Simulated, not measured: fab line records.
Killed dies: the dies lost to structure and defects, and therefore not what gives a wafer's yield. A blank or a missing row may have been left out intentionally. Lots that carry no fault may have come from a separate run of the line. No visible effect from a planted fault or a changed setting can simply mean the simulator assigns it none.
Comparing a struck lot with a sound one ; flow sky130 ; 18 out of 708 route steps
Sound: the wafers L302.1, L302.3, L302.5. Struck: wafers L318.1, L318.2, L318.3. Last of all comes the cause.
For every step that has rows: the tool of each side, followed by ch and its chambers, followed by its first start. Under that, the readings that differ: sound wafers ; struck wafers ; difference of the means ; sigmas: that difference in standard deviations of wafers without a fault.
alike: readings whose means differ by less than 2 such deviations, and words and numbers that are the same on both sides. not compared: withheld readings, readings that some wafer has no value for, bounds like >300 that may hide the same value, and numbers for which the record gives no deviation and whose values overlap.
Wherever a step has rows on one side only, a row that says differs or no value, or a row with sigmas, the two part there. When numbers do not overlap yet have no deviation, they are printed without sigmas and do not part them. A reading missing from all wafers of one side parts the sides only when that side holds two or more wafers.

first, 1 step without rows for these wafers: SKY_SONOS_ONO_OXIDATION_00 (stabilise 600 s, purge 300 s, target thk 2.6 nm).
SKY_SONOS_ONO_THK_MEAS_01:
  struck on film-metro-02, day 18 08:50; sound on film-metro-02, day 13 05:24
  alike: SONOS_ONO_OXIDATION_THK
then, 1 step without rows for these wafers: SKY_SONOS_ONO_CVD_02 (deposits Si3N4 from DCS/NH3, target thk 10.5 nm, time 175 s).
SKY_SONOS_ONO_THK_MEAS_03:
  struck on film-metro-03, day 18 11:53; sound on film-metro-02, day 13 06:57
  alike: SONOS_ONO_CVD_02_THK
then, 1 step without rows for these wafers: SKY_SONOS_ONO_CVD_04 (deposits SiO2 from SiH4/N2O, target thk 5.7199 nm).
SKY_SONOS_ONO_THK_MEAS_05:
  struck on film-metro-03, day 18 13:11; sound on film-metro-03, day 13 08:53
  alike: SONOS_ONO_CVD_04_THK
then, 6 steps without rows for these wafers: SKY_SONOS_ONO_DEHYDRATE_06 (time 60 s); SKY_SONOS_ONO_HMDS_07 (prime time 60 s); SKY_SONOS_ONO_COAT_08 (resist thk 1133 nm); SKY_SONOS_ONO_SOFTBAKE_09 (time 60 s); SKY_SONOS_ONO_EXPOSE_10 (exposes mask ONOM, target cd 410 nm); SKY_SONOS_ONO_PEB_11.
SKY_SONOS_ONO_DEVELOP_12: develop time 60 s.
  sound on litho-track-04 ch 0, day 14 09:44; struck on litho-track-01 ch 0, day 19 19:43
  alike: chill-plate-temp-C
SKY_SONOS_ONO_CD_MEAS_13 targets a cd of 410 nm.
  struck on cd-sem-02, day 19 19:57; sound on cd-sem-01, day 14 09:53
reading;sound;struck;difference;sigmas
cd-nm (nm);411.4 408.4 407.7;421.7 422.9 421.6;+12.9;+5
SKY_SONOS_ONO_OVL_MEAS_14:
  struck on overlay-01, day 19 20:04; sound on overlay-02, day 14 10:00
  alike: SONOS_ONO_OVL
SKY_SONOS_ONO_ETCH_15: etches the open film in CHF3/O2, target depth 19.52 nm, time 7.8 s.
  sound on rie-diel-03 ch 1,3, day 14 10:02; struck on rie-diel-01 ch 1,2,3, day 19 20:06
reading;sound;struck;difference;sigmas
model.SONOS_ONO.cd-nm (nm);411.2 408.9 407.1;420.9 423.2 420.9;+12.6;
  alike: drypump-motor-current-A, oes-product-au, throttle-valve-pct
  not compared: rf-hours-counter-h
then, 1 step without rows for these wafers: SKY_SONOS_ONO_WET_ETCH_16 (etches SiO2 in dHF, target depth 14 nm, time 280 s).
-- the record jumps here: 31 days lie between the struck wafers' starts before and after (it left off in module SONOS_ONO and takes up again in module PAD_OPEN, whose first step shown is number 708 of the route) --
SKY_PAD_OPEN_PROBE_99:
  rows exist in the record for the struck wafers here (prober-01, day 50 10:19), but not for the sound ones

## WHERE THEY PART
At SKY_SONOS_ONO_CD_MEAS_13 first; at SKY_PAD_OPEN_PROBE_99 last (within this record only).

WHY: what the simulator had put in
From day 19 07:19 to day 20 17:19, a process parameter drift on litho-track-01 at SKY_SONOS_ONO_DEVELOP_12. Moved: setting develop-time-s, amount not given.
